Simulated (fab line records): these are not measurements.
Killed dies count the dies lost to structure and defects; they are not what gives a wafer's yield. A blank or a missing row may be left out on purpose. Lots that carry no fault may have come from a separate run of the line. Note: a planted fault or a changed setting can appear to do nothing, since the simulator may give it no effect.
fab line records -- flow sky130
[record] lots = 6, wafers = 18, last_day = 50
route steps=708 shown VT_ADJUST_LVTN@104 VT_ADJUST_NCORE@119 PAD_OPEN@708
lots that met no fault: taken from a fault-free run of the same line
start_h: hours from the record's opening day to when the first of the lot's shown wafers began -- wait_h: time in hours since the lot's previous step -- " same as the row above -- L1.1+2: several wafers, shown together as one row -- - either no value or no given start -- * or withheld: withheld -- < > ~ a bound
route shown NAME@n: names a module that has steps shown in the file, with the first one's number in the route -- usual: mean/standard deviation of fault-free wafers -- same: alike in all rows -- chamber/n: place in a boat -- sites: each site's reading -- _std_site: the values' standard deviation -- _edge_site: inner sites' mean taken away from outer sites' mean -- radius_mm: for every site, how far away it sits from the centre of the wafer -- mask NAME#n: copy n -- behind: the most recent tool/chamber to have shaped the wafer -- hold: cause of the lot's hold/its duration in hours/its outcome -- device: names the non-switching transistor (n, p or np) -- end of line: tests run on the same wafers once the route is complete -- where a step has no rows: the recipe by itself -- killed: dies lost to structure and defects at the first sort, not the wafer's yield -- map: a wafer's dies, x killed, . not, _ none there
set.NAME: the setting that was run; set.NAME@STEP: the one run at that earlier step -- model.NAME: the simulator's own value behind a step, which no gauge read
a table for each step, a row for each wafer; lots at some steps of the route
services: the hour from which a tool's chamber was out of use, counted from the record's first day as start_h (under 0 if before that day), plus the number of hours and why
[[steps]]
[step SKY_VT_ADJUST_LVTN_OVL_MEAS_07]
[usual] VT_ADJUST_LVTN_OVL = -0.2/1.5
lot.wafer,tool,chamber,start_h,wait_h,VT_ADJUST_LVTN_OVL[nm]
L750.1,overlay-02,-,163.11,-,-0.3
L750.5,overlay-02,-,163.11,-,-0.6
L750.6,overlay-02,-,163.11,-,-1.4
L754.3,overlay-01,-,185.09,-,0.0
L754.4,overlay-01,-,185.09,-,1.3
L754.6,overlay-01,-,185.09,-,-0.1
L756.2,overlay-02,-,198.07,-,-1.4
L756.4,overlay-02,-,198.07,-,-1.5
L756.5,overlay-02,-,198.07,-,-0.9
L759.1,overlay-01,-,224.16,-,1.2
L759.2,overlay-01,-,224.16,-,1.5
L759.4,overlay-01,-,224.16,-,-0.7
L767.2,overlay-01,-,275.91,-,1.0
L767.3,overlay-01,-,275.91,-,0.2
L767.4,overlay-01,-,275.91,-,0.3
L770.1,overlay-01,-,292.47,-,0.9
L770.2,overlay-01,-,292.47,-,3.1
L770.4,overlay-01,-,292.47,-,-0.7
[step SKY_VT_ADJUST_LVTN_IMPLANT_08]
[recipe] species = B, energy_kev = 30, dose_cm2 = 1.57e+12, tilt_deg = withheld
[step SKY_VT_ADJUST_LVTN_STRIP_09]
[recipe] chemistry = O2/N2, power_w = 1400, pressure_mtorr = 1500, platen_temp_c = withheld, o2_flow_sccm = 3000, n2_flow_sccm = 300, overash_fraction = 0.5
[usual] drypump_motor_current_A = 6.0/0.58, oes_product_au = 0.722/0.0044, strip_time_to_endpoint_s = 36.90/0.11
lot.wafer,tool,chamber,start_h,wait_h,drypump_motor_current_A,oes_product_au,rf_hours_counter_h,strip_time_to_endpoint_s
L750.1,plasma_asher-04,1,163.30,0.1,6.4,0.722,45,36.77
L750.5,plasma_asher-04,0,163.30,0.1,6.5,0.722,-,36.89
L750.6,plasma_asher-04,1,163.30,0.1,6.5,0.724,-,36.93
L754.3,plasma_asher-02,1,185.29,0.1,4.9,0.727,-,36.79
L754.4,plasma_asher-02,0,185.29,0.1,6.6,0.721,-,36.80
L754.6,plasma_asher-02,0,185.29,0.1,6.6,0.722,-,36.73
L756.2,plasma_asher-01,0,198.25,0.1,5.9,0.725,53,36.74
L756.4,plasma_asher-01,1,198.25,0.1,5.7,0.718,-,36.76
L756.5,plasma_asher-01,0,198.25,0.1,5.9,0.721,-,36.74
L759.1,plasma_asher-04,1,224.35,0.1,6.5,0.724,50,36.82
L759.2,plasma_asher-04,0,224.35,0.1,6.4,0.724,50,36.73
L759.4,plasma_asher-04,0,224.35,0.1,6.4,0.727,-,36.71
L767.2,plasma_asher-02,0,276.09,0.1,6.6,0.717,14,36.95
L767.3,plasma_asher-02,0,276.09,0.1,6.6,0.723,-,36.99
L767.4,plasma_asher-02,1,276.09,0.1,4.9,0.727,-,36.95
L770.1,plasma_asher-02,0,292.66,0.1,6.6,0.719,16,37.02
L770.2,plasma_asher-02,1,292.66,0.1,4.8,0.725,16,37.05
L770.4,plasma_asher-02,1,292.66,0.1,4.8,0.723,-,37.01
[step SKY_VT_ADJUST_LVTN_TW_MEAS_10]
[usual] VT_ADJUST_LVTN_TW = 244.0/1.7
lot.wafer,tool,chamber,start_h,wait_h,VT_ADJUST_LVTN_TW
L750.1,film_metro-02,-,163.40,0.1,246.3
L750.5,film_metro-02,-,163.40,0.1,245.4
L750.6,film_metro-02,-,163.40,0.1,245.4
L754.3,film_metro-02,-,185.38,0.1,245.1
L754.4,film_metro-02,-,185.38,0.1,245.5
L754.6,film_metro-02,-,185.38,0.1,246.0
L756.2,film_metro-01,-,198.36,0.1,243.9
L756.4,film_metro-01,-,198.36,0.1,243.7
L756.5,film_metro-01,-,198.36,0.1,241.8
L759.1,film_metro-03,-,224.45,0.1,241.9
L759.2,film_metro-03,-,224.45,0.1,242.6
L759.4,film_metro-03,-,224.45,0.1,241.8
L767.2,film_metro-03,-,276.20,0.1,243.9
L767.3,film_metro-03,-,276.20,0.1,243.9
L767.4,film_metro-03,-,276.20,0.1,244.6
L770.1,film_metro-02,-,292.76,0.1,245.0
L770.2,film_metro-02,-,292.76,0.1,245.4
L770.4,film_metro-02,-,292.76,0.1,244.2
[step SKY_VT_ADJUST_LVTN_DEHYDRATE_11]
[recipe] temp_c = 200, time_s = 60
[step SKY_VT_ADJUST_LVTN_HMDS_12]
[recipe] prime_time_s = 60, prime_temp_c = 120
[step SKY_VT_ADJUST_LVTN_COAT_13]
[recipe] resist = NOVOLAK, spin_rpm = 3000, resist_thk_nm = 1140
[step SKY_VT_ADJUST_LVTN_SOFTBAKE_14]
[recipe] temp_c = 90, time_s = 60, resist = NOVOLAK
[step SKY_VT_ADJUST_LVTN_EXPOSE_15]
[recipe] mask_id = HVN_STD_DERIVED, na = 0.6, source_shape = conventional, sigma_outer = 0.6, polarization = unpolarized, target_cd_nm = 600, dose_mj = 163
[step SKY_VT_ADJUST_LVTN_PEB_16]
[recipe] temp_c = withheld, time_s = *, resist = NOVOLAK
[step SKY_VT_ADJUST_LVTN_DEVELOP_17]
[recipe] resist = NOVOLAK, developer = TMAH, develop_time_s = 60, dev_temp_c = 23
[step SKY_VT_ADJUST_LVTN_OVL_MEAS_18]
[usual] VT_ADJUST_LVTN_01_OVL = 0.7/1.6
lot.wafer,tool,chamber,start_h,wait_h,VT_ADJUST_LVTN_01_OVL[nm]
L750.1,overlay-02,-,183.77,0.1,-0.6
L750.5,overlay-02,-,183.77,0.1,0.4
L750.6,overlay-02,-,183.77,0.1,0.7
L754.3,overlay-01,-,206.56,0.1,0.9
L754.4,overlay-01,-,206.56,0.1,0.3
L754.6,overlay-01,-,206.56,0.1,0.6
L756.2,overlay-02,-,220.02,0.1,2.7
L756.4,overlay-02,-,220.02,0.1,1.4
L756.5,overlay-02,-,220.02,0.1,1.1
L759.1,overlay-01,-,247.44,0.1,-0.4
L759.2,overlay-01,-,247.44,0.1,-1.2
L759.4,overlay-01,-,247.44,0.1,1.3
L767.2,overlay-01,-,301.71,0.1,1.8
L767.3,overlay-01,-,301.71,0.1,1.9
L767.4,overlay-01,-,301.71,0.1,0.7
L770.1,overlay-01,-,318.67,0.1,0.2
L770.2,overlay-01,-,318.67,0.1,-1.2
L770.4,overlay-01,-,318.67,0.1,1.1
[step SKY_VT_ADJUST_LVTN_IMPLANT_19]
[recipe] species = B, energy_kev = 30, dose_cm2 = 6.5e+11, tilt_deg = withheld
[usual] dose_ions_cm2 = 6.5e+11/6.8e+08, faraday_current_uA = 3.66/0.07
lot.wafer,tool,chamber,start_h,wait_h,dose_ions_cm2,faraday_current_uA
L750.1,implanter-04,0,183.81,0.0,6.497e+11,3.62
L750.5,implanter-04,0,183.81,0.0,6.498e+11,3.61
L750.6,implanter-04,0,183.81,0.0,6.499e+11,3.74
L754.3,implanter-04,0,206.63,0.1,6.507e+11,3.72
L754.4,implanter-04,0,206.63,0.1,6.49e+11,3.60
L754.6,implanter-04,0,206.63,0.1,6.491e+11,3.69
L756.2,implanter-01,0,220.07,0.0,6.499e+11,3.84
L756.4,implanter-01,0,220.07,0.0,6.494e+11,3.74
L756.5,implanter-01,0,220.07,0.0,6.492e+11,3.67
L759.1,implanter-02,0,247.48,0.0,6.509e+11,3.55
L759.2,implanter-02,0,247.48,0.0,6.493e+11,3.66
L759.4,implanter-02,0,247.48,0.0,6.497e+11,3.64
L767.2,implanter-01,0,301.77,0.0,8.01e+11,4.45
L767.3,implanter-01,0,301.77,0.0,8.006e+11,4.59
L767.4,implanter-01,0,301.77,0.0,8.021e+11,4.49
L770.1,implanter-01,0,318.71,0.0,8.008e+11,4.52
L770.2,implanter-01,0,318.71,0.0,8.012e+11,4.58
L770.4,implanter-01,0,318.71,0.0,8.011e+11,4.53
[step SKY_VT_ADJUST_LVTN_STRIP_20]
[recipe] chemistry = O2/N2, power_w = 1400, pressure_mtorr = 1500, platen_temp_c = withheld, o2_flow_sccm = 3000, n2_flow_sccm = 300, overash_fraction = 0.5
[usual] drypump_motor_current_A = 6.0/0.53, oes_product_au = 0.715/0.0045, strip_time_to_endpoint_s = 14.17/0.044
lot.wafer,tool,chamber,start_h,wait_h,drypump_motor_current_A,oes_product_au,rf_hours_counter_h,strip_time_to_endpoint_s
L750.1,plasma_asher-01,1,183.96,0.1,5.7,0.716,51,14.13
L750.5,plasma_asher-01,0,183.96,0.1,5.9,0.714,-,14.20
L750.6,plasma_asher-01,1,183.96,0.1,5.7,0.714,-,14.17
L754.3,plasma_asher-04,0,206.76,0.1,6.4,0.712,-,14.15
L754.4,plasma_asher-04,1,206.76,0.1,6.4,0.712,-,14.16
L754.6,plasma_asher-04,0,206.76,0.1,6.4,0.712,-,14.13
L756.2,plasma_asher-01,1,220.20,0.1,5.7,0.717,55,14.08
L756.4,plasma_asher-01,1,220.20,0.1,5.7,0.717,-,14.12
L756.5,plasma_asher-01,0,220.20,0.1,5.9,0.708,-,14.15
L759.1,plasma_asher-02,1,247.63,0.1,4.9,0.722,12,14.13
L759.2,plasma_asher-02,0,247.63,0.1,6.5,0.707,12,14.21
L759.4,plasma_asher-02,1,247.63,0.1,4.9,0.715,-,14.17
L767.2,plasma_asher-04,0,301.89,0.1,6.5,0.712,58,14.17
L767.3,plasma_asher-04,0,301.89,0.1,6.5,0.710,-,14.17
L767.4,plasma_asher-04,1,301.89,0.1,6.5,0.715,-,14.20
L770.1,plasma_asher-01,1,318.86,0.1,5.7,0.713,65,14.14
L770.2,plasma_asher-01,0,318.86,0.1,5.9,0.714,65,14.15
L770.4,plasma_asher-01,0,318.86,0.1,5.9,0.720,-,14.19
[step SKY_VT_ADJUST_LVTN_TW_MEAS_21]
[usual] VT_ADJUST_LVTN_2_TW = 190.0/1.6
lot.wafer,tool,chamber,start_h,wait_h,VT_ADJUST_LVTN_2_TW
L750.1,film_metro-01,-,184.06,0.1,190.2
L750.5,film_metro-01,-,184.06,0.1,190.3
L750.6,film_metro-01,-,184.06,0.1,190.7
L754.3,film_metro-03,-,206.85,0.1,188.0
L754.4,film_metro-03,-,206.85,0.1,187.9
L754.6,film_metro-03,-,206.85,0.1,186.4
L756.2,film_metro-02,-,220.31,0.1,191.2
L756.4,film_metro-02,-,220.31,0.1,191.1
L756.5,film_metro-02,-,220.31,0.1,190.9
L759.1,film_metro-03,-,247.73,0.1,189.0
L759.2,film_metro-03,-,247.73,0.1,187.3
L759.4,film_metro-03,-,247.73,0.1,188.3
L767.2,film_metro-01,-,302.00,0.1,201.3
L767.3,film_metro-01,-,302.00,0.1,202.3
L767.4,film_metro-01,-,302.00,0.1,201.5
L770.1,film_metro-03,-,318.96,0.1,198.7
L770.2,film_metro-03,-,318.96,0.1,199.3
L770.4,film_metro-03,-,318.96,0.1,196.8
[step SKY_VT_ADJUST_NCORE_DEHYDRATE_00]
[recipe] temp_c = 200, time_s = 60
[step SKY_PAD_OPEN_PROBE_99]
[usual] killed_at_M0_to_M3 = 43/7.6, killed_at_M4_up = 2.9/1.7, killed_at_contacts = 24/5.5, killed_at_front_end = 15/4.2, killed_at_other = 0.3/0.52, killed_dies = 86/9.4, killed_on_rim = 17/4, killed_open = 47/7, killed_short = 39/6.4
[same] gross_dies = 492, killed_at_back_side = 0
lot.wafer,tool,chamber,start_h,wait_h,killed_at_M0_to_M3,killed_at_M4_up,killed_at_contacts,killed_at_front_end,killed_at_other,killed_dies,killed_on_rim,killed_open,killed_short,model.etest.res_pwell_under_gate.rs_ohm_sq,model.etest.nfet_g5v0d10v5.body_rise_v,model.etest.nfet_16v.body_rise_v,model.etest.nfet_g5v0d10v5.vt_sat_v
L750.1,prober-02,-,1097.95,0.1,46,4,23,18,0,91,16,54,37,2300,0.6754,0.6676,0.7598
L750.5,prober-02,-,1098.15,0.2,37,3,26,13,0,79,24,42,37,2300,0.6794,0.6731,0.755
L750.6,prober-02,-,1098.20,0.2,45,3,25,11,0,84,14,42,42,2306,0.6724,0.6651,0.7519
L754.3,prober-01,-,1121.08,0.2,46,4,16,17,1,84,14,39,44,2279,0.6952,0.6861,0.7686
L754.4,prober-01,-,1121.13,0.2,50,0,15,11,0,76,11,49,27,2263,0.6959,0.685,0.7849
L754.6,prober-01,-,1121.23,0.2,35,4,20,8,0,67,8,32,35,2291,0.6897,0.6802,0.7727
L756.2,prober-01,-,1130.69,0.1,50,2,19,10,0,81,15,40,41,2276,0.6936,0.6854,0.777
L756.4,prober-01,-,1130.79,0.2,43,7,25,18,1,94,22,41,52,2282,0.681,0.6722,0.7694
L756.5,prober-01,-,1130.84,0.2,30,4,37,16,0,87,14,51,36,2282,0.6839,0.6745,0.7708
L759.1,prober-02,-,1151.93,0.1,31,6,19,15,0,71,16,31,36,2288,0.6653,0.6581,0.7554
L759.2,prober-02,-,1151.98,0.1,32,3,25,19,0,79,18,43,35,2298,0.6695,0.6613,0.7582
L759.4,prober-02,-,1152.08,0.2,38,2,29,14,0,83,10,46,35,2276,0.6691,0.6617,0.759
L767.2,prober-02,-,1190.18,0.1,34,4,19,19,0,76,10,40,36,2235,0.6962,0.6865,0.7808
L767.3,prober-02,-,1190.23,0.2,39,2,26,10,0,77,14,43,34,2230,0.6875,0.679,0.7764
L767.4,prober-02,-,1190.28,0.2,49,2,23,20,0,94,20,46,48,2227,0.6842,0.6767,0.7771
L770.1,prober-01,-,1198.83,0.1,42,3,20,25,0,90,14,51,38,2250,0.7036,0.6968,0.7895
L770.2,prober-01,-,1198.88,0.1,47,2,21,16,0,86,18,40,44,2253,0.704,0.6947,0.7905
L770.4,prober-01,-,1198.98,0.2,47,3,12,15,0,77,13,40,37,2266,0.7106,0.7012,0.804
// killed by level:class
L750.1 CONTACT:geometric_particle:open=11 VIA3:geometric_particle:open=10 VIA2:geometric_particle:open=8 POLY_GATE:geometric_particle:open=6 VIA1:geometric_particle:short=6 CONTACT:geometric_particle:short=5 VIA1:geometric_particle:open=5 VIA3:geometric_particle:short=5
L750.5 LI_CONTACT:geometric_particle:open=11 VIA1:geometric_particle:open=8 CONTACT:geometric_particle:open=6 METAL1:geometric_particle:short=6 VIA3:geometric_particle:open=5 LOCAL_INTERCONNECT:geometric_particle:short=4 METAL2:geometric_particle:short=4 VIA1:geometric_particle:short=4
L750.6 CONTACT:geometric_particle:open=12 VIA1:geometric_particle:open=10 METAL2:geometric_particle:short=7 VIA2:geometric_particle:short=7 POLY_GATE:geometric_particle:short=6 LI_CONTACT:geometric_particle:open=6 VIA1:geometric_particle:short=4 METAL2:geometric_particle:open=4
L754.3 VIA3:geometric_particle:open=9 VIA1:geometric_particle:open=8 CONTACT:geometric_particle:short=6 METAL1:geometric_particle:short=6 VIA1:geometric_particle:short=6 VIA2:geometric_particle:open=6 FIELD_ISO:geometric_particle:short=5 POLY_GATE:geometric_particle:open=4
L754.4 VIA1:geometric_particle:open=17 VIA3:geometric_particle:open=8 VIA2:geometric_particle:open=7 METAL3:geometric_particle:short=5 LI_CONTACT:geometric_particle:open=4 CONTACT:geometric_particle:short=4 CONTACT:geometric_particle:open=4 METAL2:geometric_particle:short=3
L754.6 CONTACT:geometric_particle:open=9 METAL1:geometric_particle:short=6 METAL2:geometric_particle:short=6 VIA1:geometric_particle:open=6 CONTACT:geometric_particle:short=5 FIELD_ISO:geometric_particle:short=3 LI_CONTACT:geometric_particle:open=3 VIA2:geometric_particle:open=3
L756.2 METAL1:geometric_particle:short=11 VIA1:geometric_particle:open=11 VIA3:geometric_particle:open=9 LOCAL_INTERCONNECT:geometric_particle:short=7 CONTACT:geometric_particle:open=6 METAL2:geometric_particle:short=5 VIA2:geometric_particle:open=5 LI_CONTACT:geometric_particle:open=4
L756.4 VIA1:geometric_particle:open=9 METAL1:geometric_particle:short=8 CONTACT:geometric_particle:short=7 VIA2:geometric_particle:open=7 FIELD_ISO:geometric_particle:short=6 LOCAL_INTERCONNECT:geometric_particle:short=6 CONTACT:geometric_particle:open=6 METAL2:geometric_particle:short=6
L756.5 CONTACT:geometric_particle:open=22 POLY_GATE:geometric_particle:short=7 VIA2:geometric_particle:open=6 LI_CONTACT:geometric_particle:open=5 LOCAL_INTERCONNECT:geometric_particle:short=4 CONTACT:geometric_particle:short=4 METAL2:geometric_particle:short=4 VIA3:geometric_particle:open=4
L759.1 VIA1:geometric_particle:open=8 CONTACT:geometric_particle:open=7 CONTACT:geometric_particle:short=6 FIELD_ISO:geometric_particle:short=5 POLY_GATE:geometric_particle:short=5 VIA1:geometric_particle:short=4 VIA4:coat_microbubble_printed=4 FIELD_ISO:geometric_particle:open=3
L759.2 CONTACT:geometric_particle:open=10 LI_CONTACT:geometric_particle:open=7 POLY_GATE:geometric_particle:open=6 VIA3:geometric_particle:open=5 LI_CONTACT:geometric_particle:short=4 VIA1:geometric_particle:open=4 VIA3:geometric_particle:short=4 METAL2:geometric_particle:short=4
L759.4 CONTACT:geometric_particle:open=15 VIA1:geometric_particle:open=9 VIA3:geometric_particle:open=6 LI_CONTACT:geometric_particle:open=5 VIA1:geometric_particle:short=5 FIELD_ISO:geometric_particle:open=4 FIELD_ISO:geometric_particle:short=4 LOCAL_INTERCONNECT:geometric_particle:short=4
L767.2 VIA1:geometric_particle:open=8 POLY_GATE:geometric_particle:short=7 LI_CONTACT:geometric_particle:open=7 VIA2:geometric_particle:open=7 VIA3:geometric_particle:open=6 FIELD_ISO:geometric_particle:open=4 METAL1:geometric_particle:short=4 VIA1:geometric_particle:short=4
L767.3 CONTACT:geometric_particle:open=13 VIA1:geometric_particle:open=10 METAL2:geometric_particle:short=8 METAL1:geometric_particle:short=6 VIA3:geometric_particle:open=5 FIELD_ISO:geometric_particle:short=4 VIA2:geometric_particle:open=4 LI_CONTACT:geometric_particle:open=3
L767.4 VIA3:geometric_particle:open=9 VIA1:geometric_particle:open=8 LOCAL_INTERCONNECT:geometric_particle:short=6 CONTACT:geometric_particle:short=6 VIA3:geometric_particle:short=6 CONTACT:geometric_particle:open=6 VIA1:geometric_particle:short=6 FIELD_ISO:geometric_particle:open=5
L770.1 FIELD_ISO:geometric_particle:open=9 FIELD_ISO:geometric_particle:short=9 VIA1:geometric_particle:open=8 VIA3:geometric_particle:open=8 CONTACT:geometric_particle:open=6 LI_CONTACT:geometric_particle:open=5 LOCAL_INTERCONNECT:geometric_particle:short=5 VIA3:geometric_particle:short=5
L770.2 LI_CONTACT:geometric_particle:open=8 VIA1:geometric_particle:open=8 METAL1:geometric_particle:short=8 VIA3:geometric_particle:open=7 VIA1:geometric_particle:short=6 METAL2:geometric_particle:short=6 FIELD_ISO:geometric_particle:short=5 CONTACT:geometric_particle:open=5
L770.4 METAL2:geometric_particle:short=8 VIA3:geometric_particle:open=7 VIA1:geometric_particle:open=7 VIA2:geometric_particle:open=7 CONTACT:geometric_particle:short=6 METAL1:geometric_particle:short=6 FIELD_ISO:geometric_particle:open=5 POLY_GATE:geometric_particle:short=4
[[services]]
tool,chamber,start_h,hours,kind
implanter-01,-,144.19,8.0,repair
plasma_asher-02,-,146.40,5.3,repair
implanter-02,-,147.09,3.7,repair
plasma_asher-04,-,202.63,2.8,pm
plasma_asher-02,-,232.91,1.6,repair
plasma_asher-02,-,235.55,0.8,repair
implanter-02,-,252.25,2.7,repair
plasma_asher-02,-,256.78,2.8,pm
implanter-01,-,276.90,2.2,repair
plasma_asher-01,-,281.11,2.8,pm
plasma_asher-02,-,286.43,2.3,repair
implanter-04,-,306.91,4.4,pm
plasma_asher-02,-,315.89,3.8,repair
[[key]]
[first_sign] step = SKY_VT_ADJUST_LVTN_IMPLANT_19, reading = dose_ions_cm2, direction = up, sigmas = 99+, usual = *, struck = *
[effect] step = SKY_VT_ADJUST_LVTN_IMPLANT_19, reading = faraday_current_uA, direction = up, sigmas = 12, usual = 3.66, struck = 4.53
[effect] step = SKY_VT_ADJUST_LVTN_TW_MEAS_21, reading = VT_ADJUST_LVTN_2_TW, direction = up, sigmas = 6.4, usual = 190.0, struck = 200.0
[model_effect] step = SKY_PAD_OPEN_PROBE_99, value = etest.res_pwell_under_gate.rs_ohm_sq, without = 2271, struck = 2244
met_at SKY_VT_ADJUST_LVTN_IMPLANT_19
struck_wafers L767.2,L767.3,L767.4,L770.1,L770.2,L770.4
tester_left_out L767,L770
onset_between 220.07 301.77
[fault] kind = process_parameter_drift, tool = implanter-01, chamber = -, onset_h = 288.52, steps = SKY_VT_ADJUST_LVTN_IMPLANT_19, channel = dose_cm2, offset = *, shape = step, end_h = 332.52, acts_in = *, stated = *
// tester_left_out: of these lots the tester's yield and bins aren't shown, on N5 and GAA mostly nor the transistor test; their killed dies are dies lost to structure and defects alone, not to doping, threshold or leakage, so they don't give the yield
